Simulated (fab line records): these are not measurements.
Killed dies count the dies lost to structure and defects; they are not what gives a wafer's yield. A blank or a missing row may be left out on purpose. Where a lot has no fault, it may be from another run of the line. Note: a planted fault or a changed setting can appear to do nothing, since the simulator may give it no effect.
A lot that was struck, set against a sound lot / flow gf180mcu / 17 out of 602 route steps
Sound: these wafers, L458.1, L458.2, L458.3. Struck: wafers L465.1, L465.2, L465.4. The cause comes at the end.
Each step with rows lists, per side, the tool, then ch with its chambers, then its first start. Under that, the readings that differ: sound wafers / struck wafers / difference of the means / sigmas: that difference in standard deviations of wafers without a fault.
alike: readings with means less than 2 such deviations apart, plus words and numbers identical on both sides. not compared: withheld readings, readings lacking a value on some wafer, bounds such as >300 that could conceal the same value, and numbers that have no deviation in the record and whose values overlap.
A row with sigmas, a row that says differs or no value, or rows on one side alone: a step with any of these is where the two part. Non-overlapping numbers with no deviation appear without sigmas and do not part them. A reading that every wafer of one side lacks parts them only if that side has two wafers or more.

first, 6 steps without rows for these wafers: GF_M1_HMDS_08 (prime time 60 s); GF_M1_COAT_09 (resist thk 1000 nm); GF_M1_SOFTBAKE_10 (time 60 s); GF_M1_EXPOSE_11 (exposes mask Metal1, target cd 230 nm); GF_M1_PEB_12 (peb time 90 s); GF_M1_DEVELOP_13 (develop time 60 s).
GF_M1_CD_MEAS_14: target cd 230 nm.
  sound on cd-sem-02, day 16 19:47; struck on cd-sem-01, day 20 00:08
  alike: cd-nm
GF_M1_OVL_MEAS_15:
  sound on overlay-01, day 16 19:54; struck on overlay-01, day 20 00:16
  alike: M1_OVL
GF_M1_METAL_ETCH_16: etches the open film in Cl2/BCl3, stops on SiO2, target depth 627.5 nm, time 104.6 s.
  sound on rie-metal-02 ch 0,1, day 16 19:56; struck on rie-metal-03 ch 0,1, day 20 00:18
  alike: drypump-motor-current-A, oes-product-au, throttle-valve-pct
  not compared: rf-hours-counter-h
GF_M1_STRIP_17: strips in O2/N2.
  sound on plasma-asher-02 ch 0,1, day 16 20:03; struck on plasma-asher-03 ch 0,1, day 20 00:25
  alike: drypump-motor-current-A, heater-power-w, n2-flow-sccm, oes-product-au, strip-time-to-endpoint-s
  not compared: rf-hours-counter-h
then, 2 steps without rows for these wafers: GF_M1_STRIP_18 (strips in post etch residue remover, time 1200 s); GF_M1_CLEAN_19 (cleans in DIW).
GF_V1_CVD_00: deposits SiO2, target thk 600 nm, time 100 s.
  sound on hdpcvd-02 ch 0,1,2, day 16 20:38; struck on hdpcvd-01 ch 0,2, day 20 01:17
  no value came back on the struck wafers for pressure-mtorr (mTorr), run-length-s (s); on the sound wafers pressure-mtorr (mTorr) reads 5.983 5.999 6.023
GF_V1_CVD_02: deposits SiO2 from TEOS, target thk 850 nm, time 94.851 s.
  sound on pecvd-01 ch 0,1,2, day 16 20:46; struck on pecvd-01 ch 1,2, day 20 01:25
  alike: heater-power-outer-w, heater-power-w
GF_V1_CMP_04: polishes SiO2.
  sound on cmp-02 ch 1,2,3, day 16 20:53; struck on cmp-02 ch 0,1,3, day 20 01:33
  alike: motor-current-A, slurry-flow-ml-min
GF_V1_BOW_MEAS_05:
  sound on film-metro-01, day 16 21:11; struck on film-metro-04, day 20 01:51
reading=V1_BOW (um); sound=79 72 78; struck=50 39 50; difference=-30; sigmas=-4
then, 1 step without rows for these wafers: GF_V1_DEHYDRATE_06 (time 60 s).

## WHERE THEY PART
At GF_V1_CVD_00 first; at GF_V1_BOW_MEAS_05 last (within this record only).

WHY: what the simulator had put in
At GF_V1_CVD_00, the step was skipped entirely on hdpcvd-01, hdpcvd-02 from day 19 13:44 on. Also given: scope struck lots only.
